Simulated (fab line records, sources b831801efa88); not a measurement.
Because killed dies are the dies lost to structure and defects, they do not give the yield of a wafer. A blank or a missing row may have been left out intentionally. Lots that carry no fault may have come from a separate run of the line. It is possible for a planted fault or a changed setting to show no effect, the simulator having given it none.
fab line records -- flow sky130
record lots=11, wafers=33, lastDay=50
route steps=708 shown VIA2@528 METAL3@532 CAPM@550 PAD_OPEN@708
lots that met no fault: from a run of the same line without faults
startH: start of the lot's first displayed wafer, in hours after the record's first day -- waitH: time in hours since the lot's previous step -- " as in the row above -- L1.1+2: several wafers, shown together as one row -- - no value, or no start given -- * or withheld: withheld -- < > ~ a bound
route shown NAME@n: names a module that has steps shown in the file, with the first one's number in the route -- usual: mean/standard deviation taken from wafers without a fault -- same: alike in all rows -- chamber/n: place in a boat -- sites: the reading at each site -- _std_site: how widely they spread, as a standard deviation -- _edge_site: outer sites' mean less inner sites' -- radiusMm: for every site, how far away it sits from the centre of the wafer -- mask NAME#n: copy n -- behind: the most recent tool/chamber to have shaped the wafer -- hold: reason for holding the lot/hours on hold/outcome of the hold -- device: the n, p or np transistor that did not switch -- end of line: tests of these same wafers at the route's end -- a step without rows: its recipe alone -- killed: dies that structure and defects cost at the first sort, which is not the same as the wafer's yield -- map: per-die view of a wafer (x killed, . not killed, _ where there is no die)
set.NAME: the setting the step ran with; set.NAME@STEP: the setting that earlier step ran with -- model.NAME: the simulator's own value behind a step, which no gauge read
one table for each step of the route and one row for each wafer, over a sample of lots
services: from which hour (startH, from the record's first day; less than 0 if before it) a tool's chamber was out of use, for how many hours, and why
## steps
# step SKY_VIA2_CVD_21
# recipe material=W, targetThkNm=420, timeS=126.4, tempC=398.4, pressureTorr=40
# usual heaterPowerW=832/63
lot.wafer,tool,chamber,startH,waitH,heaterPowerW
L328.2,cvdW-02,0,867.20,0.0,797
L328.5,cvdW-02,0,867.20,0.0,772
L328.6,cvdW-02,1,867.20,0.0,773
L330.2,cvdW-01,1,884.18,0.0,889
L330.3,cvdW-01,1,884.18,0.0,920
L330.5,cvdW-01,0,884.18,0.0,844
L329.2,cvdW-02,0,885.37,0.0,805
L329.3,cvdW-02,0,885.37,0.0,794
L329.6,cvdW-02,1,885.37,0.0,786
L331.1,cvdW-01,0,886.31,0.0,852
L331.3,cvdW-01,1,886.31,0.0,906
L331.5,cvdW-01,0,886.31,0.0,845
L332.2,cvdW-01,0,889.83,0.1,848
L332.3,cvdW-01,0,889.83,0.1,864
L332.4,cvdW-01,0,889.83,0.1,825
L340.1,cvdW-02,0,973.62,0.0,722
L340.2,cvdW-02,1,973.62,0.0,794
L340.4,cvdW-02,0,973.62,0.0,726
L342.2,cvdW-02,1,980.57,0.0,801
L342.4,cvdW-02,1,980.57,0.0,809
L342.6,cvdW-02,0,980.57,0.0,724
L344.1,cvdW-02,1,989.47,0.0,789
L344.2,cvdW-02,0,989.47,0.0,723
L344.4,cvdW-02,1,989.47,0.0,831
L347.2,cvdW-02,0,1000.67,0.0,729
L347.3,cvdW-02,0,1000.67,0.0,714
L347.6,cvdW-02,0,1000.67,0.0,703
L348.3,cvdW-01,0,1010.88,0.1,852
L348.4,cvdW-01,1,1010.88,0.1,922
L348.5,cvdW-01,0,1010.88,0.1,844
L349.1,cvdW-01,1,1015.51,0.0,910
L349.2,cvdW-01,0,1015.51,0.0,881
L349.5,cvdW-01,0,1015.51,0.0,845
# step SKY_METAL3_SPUTTER_00
# recipe material=Ti, targetThkNm=15, powerW=3000, timeS=10, chamberPressurePa=0.4
# usual cathodeDcPowerW=3000.1/0.49, throttleValvePct=30.0/0.96
lot.wafer,tool,chamber,startH,waitH,cathodeDcPowerW,throttleValvePct
L328.2,pvdSputter-04,-,867.81,0.1,3000.5,30.5
L328.5,pvdSputter-04,-,867.81,0.1,2999.3,30.6
L328.6,pvdSputter-04,-,867.81,0.1,3000.2,30.2
L330.2,pvdSputter-04,-,884.79,0.2,2999.6,30.6
L330.3,pvdSputter-04,-,884.79,0.2,2999.9,30.2
L330.5,pvdSputter-04,-,884.79,0.2,2999.9,31.0
L329.2,pvdSputter-04,-,885.98,0.1,3000.6,30.4
L329.3,pvdSputter-04,-,885.98,0.1,3000.0,30.6
L329.6,pvdSputter-04,-,885.98,0.1,2999.7,30.4
L331.1,pvdSputter-02,-,886.92,0.2,2999.4,30.1
L331.3,pvdSputter-02,-,886.92,0.2,3000.3,28.2
L331.5,pvdSputter-02,-,886.92,0.2,3000.2,28.4
L332.2,pvdSputter-02,-,890.52,0.2,3000.3,31.4
L332.3,pvdSputter-02,-,890.52,0.2,2999.9,30.8
L332.4,pvdSputter-02,-,890.52,0.2,2999.6,29.7
L340.1,pvdSputter-01,-,974.49,0.2,2999.5,31.3
L340.2,pvdSputter-01,-,974.49,0.2,3000.0,29.4
L340.4,pvdSputter-01,-,974.49,0.2,3000.3,29.1
L342.2,pvdSputter-01,-,981.18,0.2,2999.9,31.4
L342.4,pvdSputter-01,-,981.18,0.2,3000.1,29.1
L342.6,pvdSputter-01,-,981.18,0.2,3000.0,31.0
L344.1,pvdSputter-01,-,990.08,0.2,3000.1,31.0
L344.2,pvdSputter-01,-,990.08,0.2,2999.7,29.5
L344.4,pvdSputter-01,-,990.08,0.2,2999.3,29.2
L347.2,pvdSputter-01,-,1001.28,0.2,3000.4,29.6
L347.3,pvdSputter-01,-,1001.28,0.2,3000.3,28.9
L347.6,pvdSputter-01,-,1001.28,0.2,3000.5,29.2
L348.3,pvdSputter-01,-,1011.44,0.2,2999.7,31.1
L348.4,pvdSputter-01,-,1011.44,0.2,2999.6,29.3
L348.5,pvdSputter-01,-,1011.44,0.2,2999.2,29.1
L349.1,pvdSputter-01,-,1016.12,0.2,2999.9,29.7
L349.2,pvdSputter-01,-,1016.12,0.2,3000.3,31.3
L349.5,pvdSputter-01,-,1016.12,0.2,2999.9,29.3
# step SKY_METAL3_SPUTTER_03
# recipe material=Ti, targetThkNm=5, powerW=3000, timeS=3.3, chamberPressurePa=0.4
# usual cathodeDcPowerW=3000.0/0.57, throttleValvePct=29.9/0.96
lot.wafer,tool,chamber,startH,waitH,cathodeDcPowerW,throttleValvePct
L328.2,pvdSputter-04,-,867.89,0.0,2999.5,30.3
L328.5,pvdSputter-04,-,867.89,0.0,2999.6,30.8
L328.6,pvdSputter-04,-,867.89,0.0,2999.6,30.5
L330.2,pvdSputter-04,-,884.88,0.0,2999.2,31.2
L330.3,pvdSputter-04,-,884.88,0.0,2999.7,30.0
L330.5,pvdSputter-04,-,884.88,0.0,3000.2,30.8
L329.2,pvdSputter-04,-,886.07,0.0,2999.4,30.4
L329.3,pvdSputter-04,-,886.07,0.0,2999.8,30.7
L329.6,pvdSputter-04,-,886.07,0.0,3000.2,30.2
L331.1,pvdSputter-02,-,887.01,0.0,3000.0,30.0
L331.3,pvdSputter-02,-,887.01,0.0,2999.9,28.3
L331.5,pvdSputter-02,-,887.01,0.0,2999.8,28.3
L332.2,pvdSputter-02,-,890.61,0.0,3000.0,31.6
L332.3,pvdSputter-02,-,890.61,0.0,2999.4,31.2
L332.4,pvdSputter-02,-,890.61,0.0,3000.4,29.8
L340.1,pvdSputter-01,-,974.58,0.0,3000.8,31.3
L340.2,pvdSputter-01,-,974.58,0.0,2999.9,29.5
L340.4,pvdSputter-01,-,974.58,0.0,2999.8,29.0
L342.2,pvdSputter-01,-,981.27,0.0,2999.7,31.1
L342.4,pvdSputter-01,-,981.27,0.0,2999.5,29.2
L342.6,pvdSputter-01,-,981.27,0.0,3000.4,31.3
L344.1,pvdSputter-01,-,990.16,0.0,3000.2,31.1
L344.2,pvdSputter-01,-,990.16,0.0,2999.9,29.6
L344.4,pvdSputter-01,-,990.16,0.0,2999.7,28.8
L347.2,pvdSputter-01,-,1001.36,0.0,2999.8,29.2
L347.3,pvdSputter-01,-,1001.36,0.0,2999.6,28.9
L347.6,pvdSputter-01,-,1001.36,0.0,3000.9,29.3
L348.3,pvdSputter-01,-,1011.53,0.0,3000.4,31.4
L348.4,pvdSputter-01,-,1011.53,0.0,3000.2,29.4
L348.5,pvdSputter-01,-,1011.53,0.0,2999.3,29.2
L349.1,pvdSputter-01,-,1016.22,0.0,3000.0,29.3
L349.2,pvdSputter-01,-,1016.22,0.0,2999.5,31.1
L349.5,pvdSputter-01,-,1016.22,0.0,2999.5,29.4
# step SKY_CAPM_METAL_ETCH_13
# recipe targetDepthNm=220, stopOn=SiO2, chemistry=Cl2/BCl3, target=TiN, pressureMtorr=10, icpW=900, biasW=48.5, Cl2_flow_sccm=60, bcl3FlowSccm=30, timeS=62.9
# usual drypumpMotorCurrentA=5.8/0.44, oesProductAu=0.942/0.008, runLengthS=91.2/0.54, throttleValvePct=21.901/0.01
lot.wafer,tool,chamber,startH,waitH,drypumpMotorCurrentA,oesProductAu,rfHoursCounterH,runLengthS,throttleValvePct
L328.2,rieMetal-02,1,893.64,0.0,6.0,0.946,10,91.5,21.899
L328.5,rieMetal-02,1,893.64,0.0,6.0,0.940,-,91.3,21.902
L328.6,rieMetal-02,0,893.64,0.0,5.9,0.940,-,91.4,21.910
L330.2,rieMetal-03,0,909.94,0.0,5.7,0.946,14,90.4,21.911
L330.3,rieMetal-03,0,909.94,0.0,5.7,0.937,-,90.9,21.894
L330.5,rieMetal-03,0,909.94,0.0,5.7,0.935,-,90.5,21.905
L329.2,rieMetal-03,0,911.38,0.0,5.7,0.937,14,90.6,21.895
L329.3,rieMetal-03,0,911.38,0.0,5.7,0.941,-,90.8,21.899
L329.6,rieMetal-03,0,911.38,0.0,5.7,0.935,-,90.9,21.912
L331.1,rieMetal-02,1,912.88,0.0,6.0,0.936,11,91.2,21.916
L331.3,rieMetal-02,0,912.88,0.0,6.0,0.938,-,91.3,21.902
L331.5,rieMetal-02,0,912.88,0.0,6.0,0.950,-,91.6,21.907
L332.2,rieMetal-04,1,915.54,0.0,6.1,0.926,12,91.3,21.914
L332.3,rieMetal-04,0,915.54,0.0,4.8,0.954,-,90.7,21.909
L332.4,rieMetal-04,1,915.54,0.0,6.1,0.933,-,91.2,21.895
L340.1,rieMetal-03,1,997.73,0.0,6.1,0.933,11,95.1,21.900
L340.2,rieMetal-03,0,997.73,0.0,5.7,0.905,19,93.4,21.926
L340.4,rieMetal-03,1,997.73,0.0,6.1,0.921,-,94.6,21.928
L342.2,rieMetal-03,1,1005.54,0.0,6.1,0.930,11,94.6,21.904
L342.4,rieMetal-03,1,1005.54,0.0,6.1,0.932,-,94.6,21.903
L342.6,rieMetal-03,1,1005.54,0.0,6.1,0.920,-,94.8,21.915
L344.1,rieMetal-02,0,1013.95,0.0,5.9,0.939,8,91.5,21.900
L344.2,rieMetal-02,1,1013.95,0.0,6.0,0.941,15,91.3,21.895
L344.4,rieMetal-02,0,1013.95,0.0,5.9,0.937,-,91.4,21.886
L347.2,rieMetal-04,0,1025.10,0.0,4.8,0.947,13,90.5,21.904
L347.3,rieMetal-04,0,1025.10,0.0,4.8,0.946,-,90.4,21.885
L347.6,rieMetal-04,0,1025.10,0.0,4.8,0.943,-,90.5,21.890
L348.3,rieMetal-04,0,1033.92,0.0,4.8,0.948,-,90.6,21.898
L348.4,rieMetal-04,1,1033.92,0.0,6.1,0.941,-,91.3,21.895
L348.5,rieMetal-04,0,1033.92,0.0,4.8,0.937,-,90.5,21.896
L349.1,rieMetal-02,0,1039.40,0.0,5.9,0.946,10,91.2,21.902
L349.2,rieMetal-02,1,1039.40,0.0,6.0,0.949,16,91.1,21.904
L349.5,rieMetal-02,0,1039.40,0.0,6.0,0.956,-,91.2,21.898
# step SKY_METAL3_ETCH_17
# recipe target=SiO2, stopOn=TiN, chemistry=C4F8/O2/Ar, sourceW=1500, biasW=1200, pressureMtorr=40, c4f8FlowSccm=withheld, O2_flow_sccm=6, Ar_flow_sccm=300, timeS=3.9, targetDepthA=150
# usual oesProductAu=0.758/0.0073
lot.wafer,tool,chamber,startH,waitH,oesProductAu,rfHoursCounterH
L328.2,rieDiel-02,1,919.78,0.1,0.754,18
L328.5,rieDiel-02,3,919.78,0.1,0.766,-
L328.6,rieDiel-02,2,919.78,0.1,0.762,-
L330.2,rieDiel-04,1,935.19,0.1,0.756,21
L330.3,rieDiel-04,3,935.19,0.1,0.752,25
L330.5,rieDiel-04,2,935.19,0.1,0.753,-
L329.2,rieDiel-02,0,937.29,0.1,0.756,22
L329.3,rieDiel-02,1,937.29,0.1,0.763,18
L329.6,rieDiel-02,0,937.29,0.1,0.761,-
L331.1,rieDiel-01,0,938.95,0.1,0.762,14
L331.3,rieDiel-01,2,938.95,0.1,0.764,7
L331.5,rieDiel-01,3,938.95,0.1,0.762,-
L332.2,rieDiel-04,0,940.74,0.1,0.761,7
L332.3,rieDiel-04,2,940.74,0.1,0.760,19
L332.4,rieDiel-04,3,940.74,0.1,0.755,26
L340.1,rieDiel-04,0,1022.24,0.1,0.728,9
L340.2,rieDiel-04,2,1022.24,0.1,0.724,21
L340.4,rieDiel-04,1,1022.24,0.1,0.740,23
L342.2,rieDiel-01,2,1029.74,0.1,0.730,10
L342.4,rieDiel-01,1,1029.74,0.1,0.742,9
L342.6,rieDiel-01,1,1029.74,0.1,0.736,-
L344.1,rieDiel-02,3,1037.81,0.1,0.753,23
L344.2,rieDiel-02,1,1037.81,0.1,0.751,21
L344.4,rieDiel-02,2,1037.81,0.1,0.768,-
L347.2,rieDiel-04,1,1049.06,0.1,0.761,24
L347.3,rieDiel-04,3,1049.06,0.1,0.748,29
L347.6,rieDiel-04,2,1049.06,0.1,0.758,-
L348.3,rieDiel-04,2,1057.68,0.0,0.760,22
L348.4,rieDiel-04,3,1057.68,0.0,0.759,29
L348.5,rieDiel-04,3,1057.68,0.0,0.760,-
L349.1,rieDiel-01,0,1063.45,0.1,0.736,18
L349.2,rieDiel-01,2,1063.45,0.1,0.765,11
L349.5,rieDiel-01,2,1063.45,0.1,0.758,-
# step SKY_PAD_OPEN_PROBE_99
# usual defectLimitedYield=82.4/1.9, killed_at_M0_to_M3=45/7.5, killed_at_M4_up=2.8/1.9, killedAtContacts=25/5.5, killedAtFrontEnd=14/4, killedAtOther=0.3/0.75, killedDies=87/9.4, killedOpen=47/6.6, killedShort=39/6.6, sort_bin_3_pad_short=0.9/0.39, sort_bin_5_function=10.4/1.5, sort_bin_6_memory=6.3/1.2, sortNPass=405/9.4, sortYieldPct=82.4/1.9
# same grossDies=492, killedAtBackSide=0, sort_bin_4_leakage[%]=0, sort_bin_8_speed[%]=0
lot.wafer,tool,chamber,startH,waitH,defectLimitedYield[%],killed_at_M0_to_M3,killed_at_M4_up,killedAtContacts,killedAtFrontEnd,killedAtOther,killedDies,killedOpen,killedShort,sort_bin_3_pad_short[%],sort_bin_5_function[%],sort_bin_6_memory[%],sortNPass,sortYieldPct[%]
L328.2,prober-01,-,1094.11,0.1,81.1,49,5,24,15,0,93,53,39,0.8,12.4,5.7,399,81.1
L328.5,prober-01,-,1094.26,0.2,78.7,57,2,20,26,0,105,59,46,1.4,13.4,6.5,387,78.7
L328.6,prober-01,-,1094.31,0.2,81.5,53,3,27,8,0,91,50,41,0.4,11.0,7.1,401,81.5
L342.2,prober-02,-,1181.98,0.1,75.2,61,3,35,23,0,122,67,55,1.4,14.2,9.1,370,75.2
L342.4,prober-02,-,1182.08,0.2,85.4,37,3,17,14,1,72,40,32,0.6,10.0,4.1,420,85.4
L342.6,prober-02,-,1182.18,0.2,81.1,48,5,30,10,0,93,50,43,0.8,12.2,5.9,399,81.1
L344.1,prober-02,-,1188.07,0.1,83.3,46,0,17,18,1,82,45,37,0.8,9.8,6.1,410,83.3
L344.2,prober-02,-,1188.12,0.1,83.1,45,5,20,13,0,83,41,42,1.2,9.3,6.3,409,83.1
L344.4,prober-02,-,1188.22,0.2,85.6,47,1,16,7,0,71,42,29,0.8,9.3,4.3,421,85.6
L348.3,prober-01,-,1202.81,0.2,85.0,43,2,17,11,1,74,42,32,1.2,7.3,6.5,418,85.0
L348.4,prober-01,-,1202.86,0.2,85.0,42,1,14,17,0,74,41,33,1.6,9.8,3.7,418,85.0
L348.5,prober-01,-,1202.91,0.2,83.1,46,2,19,16,0,83,46,37,0.2,11.0,5.7,409,83.1
L349.1,prober-02,-,1206.00,0.1,83.1,36,3,31,13,0,83,40,43,0.8,11.2,4.9,409,83.1
L349.2,prober-02,-,1206.05,0.1,81.5,53,1,24,13,0,91,53,38,1.0,11.2,6.3,401,81.5
L349.5,prober-02,-,1206.20,0.2,84.8,37,0,26,12,0,75,41,34,1.2,7.7,6.3,417,84.8
# killed by level:class
L328.2 VIA1:geometricParticle:open=15 CONTACT:geometricParticle:open=11 VIA2:geometricParticle:open=7 CONTACT:geometricParticle:short=6 METAL1:geometricParticle:short=6 POLY_GATE:geometricParticle:short=5 METAL2:geometricParticle:short=5 VIA3:geometricParticle:open=5
L328.5 VIA1:geometricParticle:open=12 CONTACT:geometricParticle:open=9 METAL1:geometricParticle:short=9 FIELD_ISO:geometricParticle:open=8 VIA2:geometricParticle:open=8 FIELD_ISO:geometricParticle:short=7 LI_CONTACT:geometricParticle:open=7 VIA3:geometricParticle:open=6
L328.6 VIA1:geometricParticle:open=16 LI_CONTACT:geometricParticle:open=9 CONTACT:geometricParticle:open=7 METAL1:geometricParticle:short=7 LOCAL_INTERCONNECT:geometricParticle:short=6 METAL2:geometricParticle:short=5 VIA3:geometricParticle:open=5 VIA1:geometricParticle:short=4
L342.2 VIA1:geometricParticle:open=17 CONTACT:geometricParticle:open=9 METAL1:geometricParticle:short=9 FIELD_ISO:geometricParticle:open=8 LI_CONTACT:geometricParticle:open=8 CONTACT:geometricParticle:short=8 VIA2:geometricParticle:open=8 FIELD_ISO:geometricParticle:short=7
L342.4 VIA1:geometricParticle:open=11 CONTACT:geometricParticle:open=7 FIELD_ISO:geometricParticle:short=6 VIA3:geometricParticle:open=5 VIA2:geometricParticle:open=5 METAL2:geometricParticle:short=4 METAL3:geometricParticle:short=4 METAL1:geometricParticle:short=3
L342.6 VIA2:geometricParticle:open=11 CONTACT:geometricParticle:open=10 VIA1:geometricParticle:open=9 LI_CONTACT:geometricParticle:open=8 POLY_GATE:geometricParticle:short=6 VIA1:geometricParticle:short=6 CONTACT:geometricParticle:short=5 METAL4:geometricParticle:short=5
L344.1 VIA1:geometricParticle:open=15 FIELD_ISO:geometricParticle:short=6 METAL1:geometricParticle:short=6 POLY_GATE:geometricParticle:open=5 LOCAL_INTERCONNECT:geometricParticle:short=5 CONTACT:geometricParticle:open=5 VIA2:geometricParticle:open=5 LI_CONTACT:geometricParticle:open=4
L344.2 VIA1:geometricParticle:open=8 VIA1:geometricParticle:short=8 LI_CONTACT:geometricParticle:open=7 VIA3:geometricParticle:open=7 METAL1:geometricParticle:short=6 CONTACT:geometricParticle:open=5 VIA2:geometricParticle:open=5 FIELD_ISO:geometricParticle:open=4
L344.4 VIA1:geometricParticle:open=12 VIA1:geometricParticle:short=9 LI_CONTACT:geometricParticle:open=8 VIA3:geometricParticle:open=6 METAL2:geometricParticle:short=5 METAL1:geometricParticle:short=4 VIA2:geometricParticle:open=4 CONTACT:geometricParticle:open=3
L348.3 VIA3:geometricParticle:open=10 CONTACT:geometricParticle:open=7 VIA1:geometricParticle:open=6 FIELD_ISO:geometricParticle:short=5 LI_CONTACT:geometricParticle:open=5 VIA2:geometricParticle:open=5 METAL1:geometricParticle:short=4 METAL2:geometricParticle:short=4
L348.4 VIA1:geometricParticle:open=7 VIA3:geometricParticle:open=7 CONTACT:geometricParticle:open=6 POLY_GATE:geometricParticle:open=5 METAL1:geometricParticle:short=5 FIELD_ISO:geometricParticle:short=4 VIA1:geometricParticle:short=4 VIA2:geometricParticle:open=4
L348.5 LI_CONTACT:geometricParticle:open=8 VIA2:geometricParticle:open=8 METAL2:geometricParticle:short=6 VIA3:geometricParticle:open=6 FIELD_ISO:geometricParticle:short=5 METAL1:geometricParticle:short=5 VIA1:geometricParticle:short=5 VIA1:geometricParticle:open=5
L349.1 CONTACT:geometricParticle:open=11 VIA1:geometricParticle:open=7 VIA1:geometricParticle:short=7 METAL2:geometricParticle:short=7 LI_CONTACT:geometricParticle:open=6 FIELD_ISO:geometricParticle:open=5 CONTACT:geometricParticle:short=5 LI_CONTACT:geometricParticle:short=4
L349.2 VIA1:geometricParticle:open=17 CONTACT:geometricParticle:open=9 METAL2:geometricParticle:short=8 VIA3:geometricParticle:open=6 LI_CONTACT:geometricParticle:open=4 CONTACT:geometricParticle:short=4 METAL1:geometricParticle:short=4 VIA2:geometricParticle:short=4
L349.5 LI_CONTACT:geometricParticle:open=7 CONTACT:geometricParticle:open=7 VIA1:geometricParticle:open=7 METAL1:geometricParticle:short=6 METAL2:geometricParticle:short=6 CONTACT:geometricParticle:short=5 VIA3:geometricParticle:open=5 POLY_GATE:geometricParticle:open=4
## services
tool,chamber,startH,hours,kind
rieDiel-04,-,848.34,0.3,repair
rieDiel-04,2,851.27,2.9,repair
rieMetal-03,0,854.71,9.5,repair
cvdW-02,-,874.14,0.8,repair
rieDiel-04,0,887.97,12.9,repair
cvdW-01,1,888.22,5.7,repair
cvdW-02,0,893.97,27.0,repair
rieMetal-02,1,895.58,4.7,repair
cvdW-02,-,904.00,14.0,pm
pvdSputter-02,-,908.84,7.0,repair
pvdSputter-01,-,912.62,1.7,repair
pvdSputter-01,-,921.11,1.2,repair
cvdW-02,0,921.55,8.4,repair
rieMetal-02,-,950.03,0.7,repair
rieMetal-03,-,950.58,0.7,repair
cvdW-01,0,955.18,1.5,repair
rieMetal-02,1,986.10,19.4,repair
cvdW-01,-,987.05,14.6,pm
cvdW-01,-,1001.65,6.9,pm
cvdW-02,-,1008.55,28.1,pm
rieDiel-04,-,1023.91,0.6,repair
cvdW-01,0,1026.55,4.8,repair
rieDiel-04,-,1045.87,2.8,pm
rieDiel-04,3,1060.60,6.8,repair
## key
firstSign step=SKY_CAPM_METAL_ETCH_13, reading=runLengthS, direction=up, sigmas=6.2, usual=*, struck=*
effect step=SKY_CAPM_METAL_ETCH_13, reading=oesProductAu, direction=down, sigmas=2.4, usual=0.942, struck=0.923
effect step=SKY_METAL3_ETCH_17, reading=oesProductAu, direction=down, sigmas=3.3, usual=0.758, struck=0.733
metAt SKY_CAPM_METAL_ETCH_13
struckLots L340,L342
notActingAt SKY_VIA2_CVD_21,SKY_METAL3_SPUTTER_00,SKY_METAL3_SPUTTER_03
onsetBetween 911.38 997.73
fault kind=processParameterDrift, tool=rieMetal-03, chamber=-, onsetH=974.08, steps=SKY_CAPM_METAL_ETCH_13, channel=timeS, offset=*, shape=step, endH=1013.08, actsIn=*, stated=*
